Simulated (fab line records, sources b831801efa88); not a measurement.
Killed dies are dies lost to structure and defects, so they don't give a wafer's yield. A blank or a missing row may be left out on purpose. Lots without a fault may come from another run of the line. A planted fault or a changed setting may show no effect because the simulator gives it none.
fab line records | flow sky130
record lots=10 wafers=30 last_day=50
route steps=708 shown METAL2@486 PAD_OPEN@708
lots that met no fault: from a run of the same line without faults
start_h: hours from the record's first day to the start of the lot's first wafer shown | wait_h: hours since the lot's step before | " the same as in the row above | L1.1+2: a row that stands for several wafers | - no value, or no start given | * or withheld: withheld | < > ~ a bound
route shown NAME@n: a module of which the file shows steps, and the number in the route of the first | usual: mean/standard deviation of fault-free wafers | same: alike in all rows | chamber/n: place in a boat | sites: the reading at each site | _std_site: their standard deviation | _edge_site: outer sites' mean less inner sites' | radius_mm: how far each site lies from the wafer's centre | mask NAME#n: copy n | behind: the tool/chamber that last shaped the wafer | hold: why the lot was held/for how many hours/how that ended | device: the transistor (n, p or np) that didn't switch | end of line: the same wafers' tests at the end of the route | a step without rows: its recipe alone | killed: dies lost to structure and defects at the first sort, not the wafer's yield | map: a wafer's dies, x killed, . not, _ none there
set.NAME: the setting as run; set.NAME@STEP: as run at that earlier step | model.NAME: the simulator's own value behind a step, which no gauge read
steps of the route over a sample of lots; a table a step, a row a wafer
services: from which hour (start_h, from the record's first day; less than 0 if before it) a tool's chamber was out of use, for how many hours, and why
## steps
# step SKY_METAL2_SPUTTER_03
# recipe material=Ti target_thk_nm=5 power_w=3000 time_s=3.3 chamber_pressure_pa=0.4
# usual throttle_valve_pct=29.6/0.71
# columns lot.wafer tool chamber start_h wait_h throttle_valve_pct
L991.1 pvd_sputter-04 - 795.20 0.0 29.5
L991.2 " - " " 29.0
L991.6 " - " " 29.3
L992.1 pvd_sputter-04 - 804.30 0.0 28.3
L992.2 " - " " 29.5
L992.6 " - " " 29.5
L993.1 pvd_sputter-03 - 813.33 0.0 30.3
L993.3 " - " " 30.3
L993.4 " - " " 29.5
L995.4 pvd_sputter-04 - 831.41 0.0 29.3
L995.5 " - " " 28.8
L995.6 " - " " 29.7
L100.1 pvd_sputter-04 - 880.65 0.0 29.9
L100.2 " - " " 29.1
L100.5 " - " " 29.0
L104.1 pvd_sputter-04 - 911.23 0.0 29.2
L104.2 " - " " 28.9
L104.6 " - " " 29.5
L105.1 pvd_sputter-02 - 911.58 0.0 29.5
L105.3 " - " " 30.5
L105.4 " - " " 30.4
L109.1 pvd_sputter-04 - 933.08 0.0 29.7
L109.5 " - " " 28.5
L109.6 " - " " 29.5
L111.3 pvd_sputter-03 - 945.72 0.0 30.2
L111.4 " - " " 30.2
L111.6 " - " " 29.4
L113.2 pvd_sputter-04 - 962.92 0.0 29.4
L113.4 " - " " 29.0
L113.6 " - " " 28.4
# step SKY_METAL2_THK_MEAS_06
# recipe thk_meas_gauge=xrf reads=AlCu_of_METAL2_SPUTTER_02
# usual METAL2_ALCU_THK=248.9/2.8
# columns lot.wafer tool chamber start_h wait_h METAL2_ALCU_THK[nm]
L991.1 film_metro-02 - 795.39 0.1 252.6
L991.2 " - " " 250.4
L991.6 " - " " 251.3
L992.1 film_metro-03 - 804.48 0.1 248.7
L992.2 " - " " 245.9
L992.6 " - " " 243.4
L993.1 film_metro-03 - 813.51 0.1 248.5
L993.3 " - " " 250.8
L993.4 " - " " 247.4
L995.4 film_metro-02 - 831.63 0.1 247.1
L995.5 " - " " 250.1
L995.6 " - " " 248.8
L100.1 film_metro-03 - 880.84 0.1 250.2
L100.2 " - " " 247.1
L100.5 " - " " 247.9
L104.1 film_metro-02 - 911.41 0.1 246.9
L104.2 " - " " 246.7
L104.6 " - " " 247.9
L105.1 film_metro-04 - 911.76 0.1 248.1
L105.3 " - " " 243.6
L105.4 " - " " 243.0
L109.1 film_metro-02 - 933.26 0.1 247.5
L109.5 " - " " 247.2
L109.6 " - " " 248.1
L111.3 film_metro-02 - 945.93 0.1 248.7
L111.4 " - " " 250.9
L111.6 " - " " 247.6
L113.2 film_metro-02 - 963.11 0.1 247.1
L113.4 " - " " 246.1
L113.6 " - " " 244.2
# step SKY_METAL2_EXPOSE_12
# recipe mask_id=MM2 na=0.8 source_shape=annular sigma_inner=0.55 sigma_outer=0.85 target_cd_nm=140 dose_mj=28.53
# columns lot.wafer tool chamber start_h wait_h mask
L991.1+2+6 krf_scanner-02 0 808.51 - MM2#0
L992.1+2+6 krf_scanner-01 0 818.36 - MM2#0
L993.1+3+4 krf_scanner-02 0 827.44 - MM2#0
L995.4+5+6 krf_scanner-02 0 845.70 - MM2#0
L100.1+2+5 krf_scanner-01 0 893.19 - MM2#0
L104.1+2+6 krf_scanner-01 0 923.49 - MM2#0
L105.1+3+4 krf_scanner-01 0 923.83 - MM2#0
L109.1+5+6 krf_scanner-02 0 945.74 - MM2#0
L111.3+4+6 krf_scanner-02 0 959.40 - MM2#0
L113.2+4+6 krf_scanner-02 0 975.08 - MM2#0
# step SKY_METAL2_CD_MEAS_15
# recipe target_cd_nm=140
# usual cd_nm=140.2/1.7
# columns lot.wafer tool chamber start_h wait_h cd_nm
L991.1 cd_sem-02 - 822.67 - 140.7
L991.2 " - " " 140.9
L991.6 " - " " 141.1
L992.1 cd_sem-02 - 831.32 - 140.6
L992.2 " - " " 138.8
L992.6 " - " " 140.1
L993.1 cd_sem-01 - 839.83 - 140.5
L993.3 " - " " 140.0
L993.4 " - " " 139.7
L995.4 cd_sem-02 - 859.04 - 142.3
L995.5 " - " " 142.5
L995.6 " - " " 140.8
L100.1 cd_sem-02 - 905.73 - 139.7
L100.2 " - " " 141.2
L100.5 " - " " 141.1
L104.1 cd_sem-01 - 936.82 - 53.6
L104.2 " - " " 104.6
L104.6 " - " " 98.9
L105.1 cd_sem-02 - 936.88 - 96.9
L105.3 " - " " 122.4
L105.4 " - " " 129.5
L109.1 cd_sem-01 - 958.47 - 139.7
L109.5 " - " " 139.2
L109.6 " - " " 139.9
L111.3 cd_sem-02 - 970.86 - 140.1
L111.4 " - " " 140.7
L111.6 " - " " 140.6
L113.2 cd_sem-01 - 986.80 - 140.6
L113.4 " - " " 140.9
L113.6 " - " " 141.0
# step SKY_METAL2_DESCUM_17
# recipe chemistry=O2 source_power_w=150 bias_power_w=0 pressure_mtorr=10 temp_c=40 time_s=8
# usual drypump_motor_current_A=5.56/0.3 oes_product_au=0.990/0.011
# columns lot.wafer tool chamber start_h wait_h drypump_motor_current_A oes_product_au rf_hours_counter_h
L991.1 rie_metal-03 1 822.82 0.0 5.67 0.997 5.6
L991.2 " 0 " " 5.21 0.981 3.8
L991.6 " 0 " " 5.21 0.987 -
L992.1 rie_metal-04 0 831.47 0.0 5.40 0.998 7.5
L992.2 " 1 " " 5.62 0.986 9.8
L992.6 " 0 " " 5.40 0.986 -
L993.1 rie_metal-04 1 839.98 0.0 5.61 0.995 10.1
L993.3 " 1 " " 5.66 1.002 -
L993.4 " 0 " " 5.42 0.992 -
L995.4 rie_metal-04 1 859.14 0.0 5.63 0.997 -
L995.5 " 0 " " 5.39 0.988 -
L995.6 " 1 " " 5.63 0.991 -
L100.1 rie_metal-02 1 905.88 0.0 5.34 0.975 6.9
L100.2 " 0 " " 6.20 0.997 9.5
L100.5 " 0 " " 6.22 0.990 -
L104.1 rie_metal-03 0 936.97 0.0 5.25 0.985 8.4
L104.2 " 1 " " 5.66 0.988 9.6
L104.6 " 0 " " 5.26 0.977 -
L105.1 rie_metal-02 0 937.03 0.0 6.20 1.010 11.2
L105.3 " 1 " " 5.29 0.987 -
L105.4 " 0 " " 6.22 1.017 -
L109.1 rie_metal-02 1 958.62 0.0 5.29 0.991 9.6
L109.5 " 0 " " 6.20 1.000 -
L109.6 " 1 " " 5.25 0.987 -
L111.3 rie_metal-02 1 970.98 0.0 5.30 0.988 -
L111.4 " 0 " " 6.20 0.992 -
L111.6 " 0 " " 6.20 1.001 -
L113.2 rie_metal-04 0 986.93 0.0 5.41 0.983 14.8
L113.4 " 0 " " 5.42 0.979 -
L113.6 " 1 " " 5.65 0.988 -
# step SKY_PAD_OPEN_PROBE_99
# usual defect_limited_yield=82.3/2.1 killed_at_M0_to_M3=44/7.3 killed_at_M4_up=3.3/1.8 killed_at_contacts=24/5.3 killed_at_front_end=16/5 killed_at_other=0.2/0.51 killed_dies=87/10 killed_on_rim=17/3.9 killed_open=47/7.5 killed_short=40/6.3 sort_bin_3_pad_short=0.9/0.41 sort_bin_5_function=10.5/1.6 sort_bin_6_memory=6.3/1.2 sort_n_pass=405/10 sort_yield_pct=82.3/2.1
# same gross_dies=492 killed_at_back_side=0 sort_bin_4_leakage[%]=0 sort_bin_8_speed[%]=0
# columns lot.wafer tool chamber start_h wait_h defect_limited_yield[%] killed_at_M0_to_M3 killed_at_M4_up killed_at_contacts killed_at_front_end killed_at_other killed_dies killed_on_rim killed_open killed_short sort_bin_3_pad_short[%] sort_bin_5_function[%] sort_bin_6_memory[%] sort_n_pass sort_yield_pct[%]
L991.1 prober-02 - 1080.17 0.1 82.5 40 3 22 21 0 86 14 51 35 1.2 11.2 5.1 406 82.5
L991.2 prober-02 - 1080.22 0.1 82.5 41 3 22 20 0 86 17 46 40 1.8 10.8 4.9 406 82.5
L991.6 prober-02 - 1080.42 0.2 82.7 40 6 24 15 0 85 19 52 33 0.4 11.4 5.5 407 82.7
L992.1 prober-01 - 1089.84 0.1 82.3 49 3 17 18 0 87 12 51 36 0.8 11.0 5.9 405 82.3
L992.2 prober-01 - 1089.89 0.1 83.9 37 4 27 11 0 79 21 44 35 0.8 9.6 5.7 413 83.9
L992.6 prober-01 - 1090.09 0.2 81.3 42 6 22 21 1 92 19 51 41 0.4 13.0 5.3 400 81.3
L993.1 prober-02 - 1094.25 0.1 81.9 50 2 25 12 0 89 15 51 38 0.6 13.2 4.3 403 81.9
L993.3 prober-02 - 1094.35 0.2 81.5 42 1 36 12 0 91 22 47 44 0.8 11.8 5.9 401 81.5
L993.4 prober-02 - 1094.40 0.2 79.9 59 2 21 17 0 99 24 62 37 1.0 12.8 6.3 393 79.9
L995.4 prober-02 - 1112.30 0.2 84.8 36 7 15 17 0 75 15 48 27 0.6 7.3 7.3 417 84.8
L995.5 prober-02 - 1112.35 0.2 80.5 53 4 23 15 1 96 20 52 44 0.6 12.4 6.5 396 80.5
L995.6 prober-02 - 1112.40 0.2 85.0 33 4 20 17 0 74 14 41 33 0.8 8.9 5.3 418 85.0
L100.1 prober-01 - 1142.81 0.1 81.5 46 5 22 18 0 91 21 44 47 0.8 11.0 6.7 401 81.5
L100.2 prober-01 - 1142.86 0.1 79.9 56 4 23 16 0 99 11 52 47 0.8 12.6 6.7 393 79.9
L100.5 prober-01 - 1143.01 0.2 85.4 34 2 22 14 0 72 14 37 35 0.4 8.9 5.3 420 85.4
L104.1 prober-01 - 1166.36 0.1 0 436 1 30 25 0 492 96 64 47 1.8 89.4 8.7 0 0
L104.2 prober-01 - 1166.41 0.1 3.5 426 0 28 21 0 475 87 57 40 1.0 89.2 6.3 17 3.5
L104.6 prober-01 - 1166.61 0.2 0.6 436 5 27 21 0 489 93 55 45 1.4 91.3 6.7 3 0.6
L105.1 prober-02 - 1167.45 0.1 0 445 4 23 20 0 492 96 51 46 1.6 93.7 4.7 0 0
L105.3 prober-02 - 1167.55 0.2 76.2 72 8 21 14 2 117 23 43 48 0.8 15.2 7.7 375 76.2
L105.4 prober-02 - 1167.60 0.2 80.1 52 5 18 23 0 98 26 51 47 0.2 11.4 8.3 394 80.1
L109.1 prober-02 - 1182.26 0.1 81.9 44 3 23 19 0 89 10 52 35 0.4 12.4 5.3 403 81.9
L109.5 prober-02 - 1182.46 0.2 82.3 45 5 22 15 0 87 16 56 31 0.6 11.4 5.7 405 82.3
L109.6 prober-02 - 1182.51 0.2 84.3 42 1 25 9 0 77 14 45 32 1.6 8.1 5.9 415 84.3
L111.3 prober-02 - 1194.71 0.2 85.0 39 1 24 9 1 74 9 51 23 0.6 9.3 5.1 418 85.0
L111.4 prober-02 - 1194.76 0.2 80.1 43 3 23 29 0 98 20 50 48 1.4 11.0 7.5 394 80.1
L111.6 prober-02 - 1194.86 0.2 83.5 48 1 17 15 0 81 17 48 33 0 8.5 7.9 411 83.5
L113.2 prober-02 - 1200.61 0.1 79.3 45 2 30 24 1 102 15 51 51 0.8 14.2 5.7 390 79.3
L113.4 prober-02 - 1200.71 0.2 80.5 45 2 30 19 0 96 24 61 35 0.8 11.4 7.3 396 80.5
L113.6 prober-02 - 1200.81 0.2 77.4 61 3 21 26 0 111 21 62 49 1.0 13.8 7.7 381 77.4
# killed by level:class
L991.1 VIA1:geometric_particle:open=10 VIA3:geometric_particle:open=8 FIELD_ISO:geometric_particle:short=7 LI_CONTACT:geometric_particle:open=7 CONTACT:geometric_particle:open=7 FIELD_ISO:geometric_particle:open=6 METAL1:geometric_particle:short=5 POLY_GATE:geometric_particle:open=4
L991.2 LI_CONTACT:geometric_particle:open=9 VIA2:geometric_particle:open=8 FIELD_ISO:geometric_particle:short=7 VIA1:geometric_particle:open=7 VIA3:geometric_particle:open=7 FIELD_ISO:geometric_particle:open=6 CONTACT:geometric_particle:short=5 CONTACT:geometric_particle:open=5
L991.6 CONTACT:geometric_particle:open=11 VIA2:geometric_particle:open=10 LI_CONTACT:geometric_particle:open=7 VIA1:geometric_particle:open=7 FIELD_ISO:geometric_particle:short=5 FIELD_ISO:geometric_particle:open=5 METAL1:geometric_particle:short=5 VIA3:geometric_particle:open=5
L992.1 VIA1:geometric_particle:short=9 VIA1:geometric_particle:open=9 VIA3:geometric_particle:open=9 LI_CONTACT:geometric_particle:open=7 VIA2:geometric_particle:open=6 POLY_GATE:geometric_particle:open=5 CONTACT:geometric_particle:open=5 VIA3:geometric_particle:short=5
L992.2 CONTACT:geometric_particle:open=10 VIA3:geometric_particle:open=7 LI_CONTACT:geometric_particle:open=6 CONTACT:geometric_particle:short=6 VIA1:geometric_particle:open=6 VIA1:geometric_particle:short=5 VIA2:geometric_particle:open=5 FIELD_ISO:geometric_particle:open=4
L992.6 CONTACT:geometric_particle:open=10 VIA3:geometric_particle:open=8 VIA1:geometric_particle:open=7 FIELD_ISO:geometric_particle:short=6 VIA2:geometric_particle:open=6 POLY_GATE:geometric_particle:open=5 METAL1:geometric_particle:short=5 LI_CONTACT:geometric_particle:open=4
L993.1 VIA1:geometric_particle:open=11 CONTACT:geometric_particle:open=7 VIA3:geometric_particle:open=7 VIA2:geometric_particle:open=7 LI_CONTACT:geometric_particle:open=6 METAL1:geometric_particle:short=6 LI_CONTACT:geometric_particle:short=5 POLY_GATE:geometric_particle:open=5
L993.3 CONTACT:geometric_particle:open=16 VIA1:geometric_particle:open=11 LI_CONTACT:geometric_particle:open=6 LOCAL_INTERCONNECT:geometric_particle:short=5 CONTACT:geometric_particle:short=5 METAL3:geometric_particle:short=5 VIA3:geometric_particle:open=5 METAL1:geometric_particle:short=4
L993.4 CONTACT:geometric_particle:open=13 VIA3:geometric_particle:open=12 VIA1:geometric_particle:open=10 METAL1:geometric_particle:short=9 VIA2:geometric_particle:open=6 FIELD_ISO:geometric_particle:short=5 FIELD_ISO:geometric_particle:open=5 LI_CONTACT:geometric_particle:open=5
L995.4 FIELD_ISO:geometric_particle:open=7 CONTACT:geometric_particle:open=7 VIA1:geometric_particle:open=7 VIA2:geometric_particle:open=7 VIA3:geometric_particle:open=7 METAL1:geometric_particle:short=5 METAL4:geometric_particle:short=4 METAL4:geometric_particle:open=3
L995.5 VIA1:geometric_particle:open=15 METAL2:geometric_particle:short=9 LI_CONTACT:geometric_particle:open=6 VIA1:geometric_particle:short=6 METAL1:geometric_particle:short=5 FIELD_ISO:geometric_particle:open=4 LI_CONTACT:geometric_particle:short=4 LOCAL_INTERCONNECT:geometric_particle:short=4
L995.6 VIA1:geometric_particle:open=10 CONTACT:geometric_particle:open=8 METAL1:geometric_particle:short=5 VIA2:geometric_particle:open=5 FIELD_ISO:geometric_particle:open=4 POLY_GATE:geometric_particle:short=4 VIA1:geometric_particle:short=4 METAL4:geometric_particle:short=4
L100.1 METAL2:geometric_particle:short=12 VIA1:geometric_particle:open=7 FIELD_ISO:geometric_particle:open=6 LI_CONTACT:geometric_particle:open=6 METAL1:geometric_particle:short=6 CONTACT:geometric_particle:short=6 CONTACT:geometric_particle:open=6 VIA1:geometric_particle:short=6
L100.2 CONTACT:geometric_particle:open=10 VIA1:geometric_particle:open=9 VIA2:geometric_particle:open=9 METAL2:geometric_particle:short=8 METAL1:geometric_particle:short=7 FIELD_ISO:geometric_particle:open=6 FIELD_ISO:geometric_particle:short=6 VIA1:geometric_particle:short=6
L100.5 CONTACT:geometric_particle:open=10 VIA1:geometric_particle:open=7 VIA2:geometric_particle:open=6 CONTACT:geometric_particle:short=5 METAL2:geometric_particle:short=5 SPACER:geometric_particle:short=4 POLY_GATE:geometric_particle:short=3 LI_CONTACT:geometric_particle:short=3
L104.1 METAL2:area_expose=381 CONTACT:geometric_particle:open=13 VIA1:geometric_particle:open=13 VIA2:geometric_particle:open=9 VIA3:geometric_particle:open=9 METAL2:geometric_particle:short=8 FIELD_ISO:geometric_particle:open=7 LI_CONTACT:geometric_particle:open=6
L104.2 METAL2:area_expose=378 CONTACT:geometric_particle:open=11 LI_CONTACT:geometric_particle:open=10 VIA1:geometric_particle:open=10 METAL2:geometric_particle:short=9 VIA3:geometric_particle:open=8 FIELD_ISO:geometric_particle:short=6 FIELD_ISO:geometric_particle:open=6
L104.6 METAL2:area_expose=389 LI_CONTACT:geometric_particle:open=9 VIA1:geometric_particle:open=9 CONTACT:geometric_particle:short=7 VIA2:geometric_particle:open=7 METAL2:geometric_particle:short=7 FIELD_ISO:geometric_particle:short=6 VIA3:geometric_particle:open=6
L105.1 METAL2:area_expose=395 METAL2:geometric_particle:short=12 CONTACT:geometric_particle:open=10 METAL1:geometric_particle:short=9 VIA1:geometric_particle:open=8 VIA2:geometric_particle:open=8 FIELD_ISO:geometric_particle:open=7 LI_CONTACT:geometric_particle:open=5
L105.3 METAL2:area_expose=26 VIA1:geometric_particle:open=11 VIA3:geometric_particle:open=7 METAL1:geometric_particle:short=6 METAL4:geometric_particle:short=6 LI_CONTACT:geometric_particle:short=5 CONTACT:geometric_particle:short=5 VIA2:geometric_particle:open=5
L105.4 VIA1:geometric_particle:open=12 CONTACT:geometric_particle:open=9 METAL2:geometric_particle:short=7 METAL1:geometric_particle:short=6 FIELD_ISO:geometric_particle:short=5 POLY_GATE:geometric_particle:short=5 LI_CONTACT:geometric_particle:open=5 VIA2:geometric_particle:open=5
L109.1 VIA1:geometric_particle:open=12 FIELD_ISO:geometric_particle:open=9 CONTACT:geometric_particle:open=8 LI_CONTACT:geometric_particle:open=7 VIA3:geometric_particle:open=7 VIA2:geometric_particle:open=6 VIA1:geometric_particle:short=5 METAL1:geometric_particle:short=5
L109.5 VIA1:geometric_particle:open=12 METAL1:geometric_particle:short=7 VIA2:geometric_particle:open=7 LOCAL_INTERCONNECT:geometric_particle:short=6 CONTACT:geometric_particle:open=6 VIA3:geometric_particle:open=6 FIELD_ISO:geometric_particle:open=5 POLY_GATE:geometric_particle:open=5
L109.6 VIA1:geometric_particle:open=13 CONTACT:geometric_particle:open=8 VIA3:geometric_particle:open=7 LI_CONTACT:geometric_particle:open=6 METAL1:geometric_particle:short=6 CONTACT:geometric_particle:short=5 VIA2:geometric_particle:open=5 LOCAL_INTERCONNECT:geometric_particle:short=4
L111.3 CONTACT:geometric_particle:open=12 VIA2:geometric_particle:open=11 VIA3:geometric_particle:open=9 VIA1:geometric_particle:open=7 LI_CONTACT:geometric_particle:open=6 FIELD_ISO:geometric_particle:short=4 METAL1:geometric_particle:short=4 LOCAL_INTERCONNECT:geometric_particle:short=3
L111.4 VIA1:geometric_particle:open=12 FIELD_ISO:geometric_particle:open=9 FIELD_ISO:geometric_particle:short=7 CONTACT:geometric_particle:open=7 CONTACT:geometric_particle:short=5 METAL1:geometric_particle:short=5 VIA3:geometric_particle:open=5 LOCAL_INTERCONNECT:geometric_particle:short=4
L111.6 VIA1:geometric_particle:open=15 LI_CONTACT:geometric_particle:open=7 VIA1:geometric_particle:short=6 METAL2:geometric_particle:short=5 FIELD_ISO:geometric_particle:short=4 FIELD_ISO:geometric_particle:open=4 CONTACT:geometric_particle:short=4 CONTACT:geometric_particle:open=4
L113.2 LI_CONTACT:geometric_particle:open=11 VIA1:geometric_particle:short=11 VIA1:geometric_particle:open=11 FIELD_ISO:geometric_particle:short=9 CONTACT:geometric_particle:open=9 VIA3:geometric_particle:open=7 METAL1:geometric_particle:short=6 FIELD_ISO:geometric_particle:open=5
L113.4 VIA1:geometric_particle:open=16 CONTACT:geometric_particle:open=13 METAL2:geometric_particle:short=6 VIA2:geometric_particle:open=6 POLY_GATE:geometric_particle:open=5 CONTACT:geometric_particle:short=5 FIELD_ISO:geometric_particle:open=4 POLY_GATE:geometric_particle:short=4
L113.6 VIA2:geometric_particle:open=10 VIA1:geometric_particle:open=10 VIA3:geometric_particle:open=9 FIELD_ISO:geometric_particle:open=8 LI_CONTACT:geometric_particle:open=8 CONTACT:geometric_particle:open=8 METAL3:geometric_particle:short=7 METAL1:geometric_particle:short=6
## services
# columns tool chamber start_h hours kind
krf_scanner-01 - 777.07 1.0 pm
krf_scanner-02 - 799.00 3.0 repair
krf_scanner-02 - 800.03 2.3 repair
rie_metal-04 - 811.24 0.2 repair
krf_scanner-01 - 811.37 3.6 pm
krf_scanner-02 - 827.56 0.8 pm
krf_scanner-02 - 833.27 1.3 pm
rie_metal-03 - 833.68 0.9 repair
rie_metal-03 - 838.77 28.1 pm
rie_metal-04 1 866.96 5.2 repair
rie_metal-03 0 874.67 4.1 repair
krf_scanner-01 - 901.17 1.2 repair
krf_scanner-02 - 919.99 3.6 pm
krf_scanner-02 - 926.47 1.0 pm
rie_metal-04 - 933.36 4.3 pm
krf_scanner-01 - 935.43 0.8 pm
krf_scanner-02 - 935.44 9.1 repair
krf_scanner-02 - 944.59 0.8 pm
krf_scanner-01 - 945.34 1.3 pm
krf_scanner-01 - 946.64 1.0 pm
rie_metal-04 - 947.51 1.5 repair
krf_scanner-01 - 955.15 0.5 repair
krf_scanner-01 - 963.39 4.0 pm
rie_metal-04 - 974.93 2.8 pm
## key
first_sign step=SKY_METAL2_CD_MEAS_15 reading=cd_nm direction=down sigmas=23 usual=140.2 struck=101.0
effect step=SKY_PAD_OPEN_PROBE_99 reading=killed_at_M0_to_M3 direction=up sigmas=36 usual=44 struck=311 wafers_moved=5
more_kills_born_at SKY_METAL2_EXPOSE_12@krf_scanner-01=1570
met_at SKY_METAL2_EXPOSE_12
struck_lots L104,L105
later_rows_left_out L104.1,L104.2,L104.6,L105.1
not_acting_at SKY_METAL2_SPUTTER_03,SKY_METAL2_THK_MEAS_06,SKY_METAL2_DESCUM_17
onset_between 893.19 923.49
fault kind=process_parameter_drift tool=krf_scanner-01 chamber=- onset_h=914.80 steps=SKY_METAL2_EXPOSE_12 channel=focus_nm offset=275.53 spread_by_wafer=0.3 shape=step end_h=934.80
# later_rows_left_out: the simulator's readings of these wafers behind a module that went badly wrong aren't trusted and aren't shown, but for the sort
